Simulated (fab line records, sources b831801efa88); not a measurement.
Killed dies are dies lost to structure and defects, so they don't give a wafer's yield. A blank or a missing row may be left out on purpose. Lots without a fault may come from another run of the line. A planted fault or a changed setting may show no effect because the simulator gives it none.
Problem report in the 8D (eight disciplines) form, filled by code | flow sfq_line | the parts of the form that need people (team, actions taken, sign-off) are left out

1. THE PROBLEM
time_to_endpoint_s at SFQ_TRILAYER_I1_CMP_CMP_046 reads a mean of 286 s on 3 wafers of 2 lots; wafers without a fault read 214 s with a standard deviation of 7.2. That is +10 standard deviations from the usual mean.
The step: polishes SiO2.
First seen on wafer L802.6, day 30 08:44, on cmp-02. The record holds 42 wafers of 14 lots with a number at this step. Rule for "out", or "out of limits": more than 4 standard deviations from the usual mean. The other wafers with a number count as sound.

2. WHAT IT IS AND WHAT IT IS NOT
question                    | is                     | is not
which readings at this step | time_to_endpoint_s     | motor_current_A, platen_rpm
which lots                  | L802, L803             | L790, L791, L794, L797, L799, L800, L801, L804, L805, L811, L812, L813
which wafers of those lots  | L802.6, L803.4, L803.6 | L802.3, L802.5, L803.5
read on which tools         | cmp-02                 | cmp-01
when                        | from day 30 08:44      | up to then (23 sound wafers); but 16 sound wafers of L803, L804, L805, L811, L812, L813 came after

3. SUSPECTS, AND WHAT RULES EACH OUT
Counting: a tool at a process step up to the reading stays a suspect if it ran every lot that is out. Sound lots after the first of them don't rule it out here, since some wafers of a struck lot are sound.
- cmp-02 at SFQ_TRILAYER_I1_CMP_CMP_046 (polishes SiO2): kept. It ran every lot that is out, first L802 (day 30 07:14); its last sound lot up to then is L800 (day 29 18:36). Its own readings are out on those wafers: time_to_endpoint_s.
- Within cmp-02 at SFQ_TRILAYER_I1_CMP_CMP_046: the wafers that are out ran in chamber 1; their sound lot-mates ran in chambers 0, 2.
Left after counting: cmp-02 at SFQ_TRILAYER_I1_CMP_CMP_046.

4. THE CAUSE (what the simulator had put in)
Process parameter drift: cmp-02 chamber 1, from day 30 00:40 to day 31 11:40, at SFQ_TRILAYER_I1_CMP_CMP_046. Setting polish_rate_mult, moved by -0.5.
Counting left only this tool.

5. THE CHAIN OF EFFECTS, in route order
Each row: a reading whose mean over the struck wafers that have a number lies more than 3 standard deviations from the usual. Only readings for which the record gives a usual standard deviation are gone through. hours: the time from each lot's start at the first step in this table that gives one to its start at this step, as a median over the lots. sigmas: the change in usual standard deviations.
hours | step                                  | reading            | usual      | on struck wafers | change | sigmas
0     | SFQ_TRILAYER_I1_CMP_CMP_046           | time_to_endpoint_s | 214 s      | 286              | +72    | +10
2     | SFQ_TRILAYER_I1_METRO_MEASURE_047     | thk_nm             | 199.9 nm   | 307.0            | +107.1 | +99 or more
145   | SFQ_TRILAYER_I1_VIA_ETCH_VIA_ETCH_052 | oes_product_au     | 0.854 a.u. | 1.008            | +0.154 | +32
The process steps in it:
- SFQ_TRILAYER_I1_CMP_CMP_046: polishes SiO2.
- SFQ_TRILAYER_I1_METRO_MEASURE_047
- SFQ_TRILAYER_I1_VIA_ETCH_VIA_ETCH_052: etches SiO2 in CHF3, stops on Nb, target depth 260 nm.
Later measuring or inspecting steps at which every struck wafer that the step has a row for has a number for every such reading, and none has moved that far: SFQ_I7_BOW_MEAS_946.

6. WHAT WOULD HAVE CAUGHT IT SOONER
In this record the first reading out of limits was taken at day 30 08:44, 8 hours after the fault began at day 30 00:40.
